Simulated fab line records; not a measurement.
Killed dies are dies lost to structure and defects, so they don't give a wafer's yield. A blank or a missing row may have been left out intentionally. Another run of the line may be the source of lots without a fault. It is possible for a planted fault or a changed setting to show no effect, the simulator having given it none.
Which tool is to blame?    flow gf180mcu    45 wafers from 15 lots sampled at 4 of the route's 602 steps

WHAT THE GAUGES READ, wafer by wafer
GF_MVSD_TW_MEAS_11. Usual: MVSD_TW 1572, standard deviation 18.
lot   measured     on            MVSD_TW         flag
L328  day 4 08:49  filmMetro-01  1592 1582 1591  
L330  day 4 20:20  filmMetro-02  1557 1556 1553  
L331  day 5 03:41  filmMetro-04  1603 1592 1591  
L332  day 5 18:05  filmMetro-02  1541 1548 1550  
L333  day 6 03:19  filmMetro-04  1588 1598 1595  
L334  day 6 05:53  filmMetro-04  1596 1596 1586  
L335  day 6 06:19  filmMetro-02  1539 1552 1549  
L337  day 6 20:22  filmMetro-01  1576 1581 1584  
L338  day 6 22:38  filmMetro-02  1545 1539 1547  
L340  day 7 06:43  filmMetro-02  1556 1558 1556  
L341  day 7 13:35  filmMetro-01  1560 1564 1567  
L342  day 7 20:28  filmMetro-01  1569 1565 1566  
L343  day 8 02:28  filmMetro-01  1571 1576 1575  
L347  day 8 23:40  filmMetro-01  1570 1582 1575  
L348  day 9 04:49  filmMetro-01  1576 1568 1587  

GF_VT_IMPLANT_TW_MEAS_10. Usual: VT_IMPLANT_TW 559, standard deviation 4.3.
lot   measured      on            VT_IMPLANT_TW  flag
L328  day 5 13:57   filmMetro-01  561 563 559    
L330  day 6 01:59   filmMetro-02  548 551 550    
L331  day 6 10:14   filmMetro-03  558 563 561    
L332  day 6 23:42   filmMetro-01  565 563 565    
L333  day 7 10:56   filmMetro-02  554 557 555    
L334  day 7 13:26   filmMetro-02  553 552 556    
L335  day 7 14:22   filmMetro-02  554 554 555    
L337  day 8 04:01   filmMetro-01  560 561 564    
L338  day 8 05:44   filmMetro-01  563 565 559    
L340  day 8 13:58   filmMetro-03  560 562 558    
L341  day 8 21:46   filmMetro-01  564 563 559    
L342  day 9 04:05   filmMetro-01  564 563 565    
L343  day 9 09:20   filmMetro-01  564 562 562    
L347  day 10 11:04  filmMetro-01  561 561 560    
L348  day 10 16:29  filmMetro-02  557 554 556    

GF_HV_LDD_CD_MEAS_19: target cd 400 nm. Usual: cdNm reads 399.7 nm (standard deviation 1.9).
lot   measured      on        cdNm (nm)          flag
L328  day 10 17:11  cdSem-02  397.3 398.6 399.5  
L330  day 11 13:24  cdSem-02  399.4 401.4 399.4  
L331  day 11 17:31  cdSem-01  402.7 401.5 404.3  
L332  day 12 07:51  cdSem-01  397.9 400.7 399.3  
L333  day 12 18:00  cdSem-01  404.5 400.4 402.9  
L334  day 13 02:48  cdSem-01  398.5 399.5 399.5  
L335  day 13 02:37  cdSem-02  395.9 397.2 397.1  
L337  day 13 18:58  cdSem-01  398.7 399.1 400.8  
L338  day 13 22:13  cdSem-02  399.3 400.6 399.9  
L340  day 14 11:16  cdSem-02  398.1 398.7 399.1  
L341  day 14 18:32  cdSem-02  402.6 398.9 402.5  
L342  day 15 05:59  cdSem-02  399.8 400.0 400.9  
L343  day 15 10:57  cdSem-02  397.8 396.5 396.9  
L347  day 16 16:39  cdSem-01  398.4 395.9 400.3  
L348  day 17 01:33  cdSem-02  401.1 401.5 400.9  

WHAT TOOL EACH LOT RAN ON (gives the tool, then ch and the chambers of the sampled wafers, and finally the start)
lot   GF_HV_LDD_SOFTBAKE_03
L328  lithoTrack-02 ch 0, day 9 14:39
L330  lithoTrack-02 ch 0, day 10 09:37
L331  lithoTrack-04 ch 0, day 10 13:49
L332  lithoTrack-04 ch 0, day 11 02:37
L333  lithoTrack-03 ch 0, day 11 12:15
L334  lithoTrack-03 ch 0, day 11 20:24
L335  lithoTrack-04 ch 0, day 11 19:56
L337  lithoTrack-03 ch 0, day 12 12:11
L338  lithoTrack-02 ch 0, day 12 14:16
L340  lithoTrack-04 ch 0, day 13 04:13
L341  lithoTrack-04 ch 0, day 13 10:46
L342  lithoTrack-04 ch 0, day 13 21:49
L343  lithoTrack-04 ch 0, day 14 03:40
L347  lithoTrack-03 ch 0, day 15 07:21
L348  lithoTrack-03 ch 0, day 15 15:03
- GF_HV_LDD_SOFTBAKE_03: time 60 s.

WHAT THE TOOLS THEMSELVES READ (means of the sampled wafers that have a number; where no wafer has one, the mark that the record gives instead)
GF_HV_LDD_SOFTBAKE_03. Usual: heaterPowerTotalW 56.60 W, standard deviation 0.048; plateTempC 89.99 C, standard deviation 0.14.
lot   tool           heaterPowerTotalW (W)  plateTempC (C)  flag
L328  lithoTrack-02  56.62                  89.89           
L330  lithoTrack-02  56.57                  90.21           
L331  lithoTrack-04  56.56                  90.14           
L332  lithoTrack-04  56.63                  90.12           
L333  lithoTrack-03  56.62                  89.88           
L334  lithoTrack-03  56.64                  90.14           
L335  lithoTrack-04  56.59                  90.05           
L337  lithoTrack-03  56.63                  89.94           
L338  lithoTrack-02  56.56                  90.01           
L340  lithoTrack-04  56.58                  89.87           
L341  lithoTrack-04  54.28                  87.29           OFF
L342  lithoTrack-04  54.35                  87.65           OFF
L343  lithoTrack-04  54.27                  87.13           OFF
L347  lithoTrack-03  56.66                  89.96           
L348  lithoTrack-03  56.61                  89.98           

THE ANSWER, worked out from the rows above alone
Rule: a lot is off if the mean of its wafers that have a number lies more than 3 standard deviations from the usual mean. Also off: a lot with no number at a reading for which 4 or more lots have one. All remaining lots with rows at the step are treated as sound. Order of review: gauges by route order, followed by the tools' own readings, for which a lot's mean as printed above is used. At the first step where some lot is off, the reading lying furthest off is the one used; lots without a number count as furthest.
Off: L341, L342, L343 (GF_HV_LDD_SOFTBAKE_03, heaterPowerTotalW).
If a tool, at that step or one of the process steps before it, ran each lot that is off and ran no sound lot following the first of them, it fits. One fits: GF_HV_LDD_SOFTBAKE_03 on lithoTrack-04. A fault onset in the window from L340 (day 13 04:13, its last sound lot) to L341 (day 13 10:46, its first lot off) fits.
The tool's own readings at GF_HV_LDD_SOFTBAKE_03 bear it out: on the lots that are off they differ by more than 5 times the standard deviation of the sound lots' means. heaterPowerTotalW reads 54.30 W there against 56.61 W on the sound lots; plateTempC reads 87.36 C there against 90.02 C on the sound lots.

WHAT THE SIMULATOR HAD INSERTED
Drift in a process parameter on lithoTrack-04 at GF_HV_LDD_SOFTBAKE_03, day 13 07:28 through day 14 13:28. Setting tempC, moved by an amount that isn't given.
Lots struck among those shown: L341, L342, L343. The rule above found the same.
